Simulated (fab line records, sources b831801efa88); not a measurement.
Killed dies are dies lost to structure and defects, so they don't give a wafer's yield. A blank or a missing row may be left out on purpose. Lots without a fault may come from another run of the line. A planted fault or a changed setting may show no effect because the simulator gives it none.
Chamber matching | flow gf180mcu | GF_PASSIVATION_ETCH_11 on rie_diel-01: 4 sister chambers
The step etches the open film in CF4/O2, stops on TiN, target depth 1800 nm, time 400 s. 8 wafers are shown with their chamber, then 9 later ones without.

WAFERS WITH THEIR CHAMBER
wafer  | chamber | drypump_motor_current_A (A) | oes_product_au (a.u.)
L080.4 | 1       | 5.70                        | 0.968
L080.6 | 3       | 5.51                        | 0.979
L084.1 | 3       | 5.48                        | 0.954
L084.4 | 2       | 5.93                        | 0.973
L084.6 | 0       | 5.56                        | 0.969
L086.1 | 2       | 5.88                        | 0.946
L086.3 | 1       | 5.69                        | 0.952
L086.4 | 0       | 5.57                        | 0.966

WAFERS WITHOUT THEIR CHAMBER
wafer  | drypump_motor_current_A (A) | oes_product_au (a.u.)
L088.2 | 5.58                        | 0.954
L088.3 | 5.92                        | 0.967
L088.4 | 5.69                        | 0.963
L091.1 | 5.56                        | 0.958
L091.2 | 5.89                        | 0.959
L091.6 | 5.91                        | 0.974
L094.3 | 5.50                        | 0.964
L094.4 | 5.96                        | 0.964
L094.6 | 5.54                        | 0.978

WHICH CHAMBER EACH WENT THROUGH
wafer  | from the rows above     | in truth
L088.2 | 0                       | 0
L088.3 | 2                       | 2
L088.4 | 1                       | 1
L091.1 | 0                       | 0
L091.2 | 2                       | 2
L091.6 | 2                       | 2
L094.3 | 3                       | 3
L094.4 | 2                       | 2
L094.6 | can't be placed: 0 or 3 | 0
Placed correctly: 8 of 9. Can't be placed from these rows: 1 (the true chamber is among the candidates in 1). Placed wrongly: 0.
How it was worked out, from the rows above alone: a wafer's distance from a chamber is the root of the sum, over the readings, of the square of ((its reading less the chamber's mean) divided by the reading's scatter). The wafer belongs to the nearest chamber; if the next one is less than 2 further off, it can't be placed. A chamber's mean is the mean of its shown wafers. The scatter: the root of (the sum of the squares of (reading less its chamber's mean) over the shown wafers, divided by (wafers less chambers)).
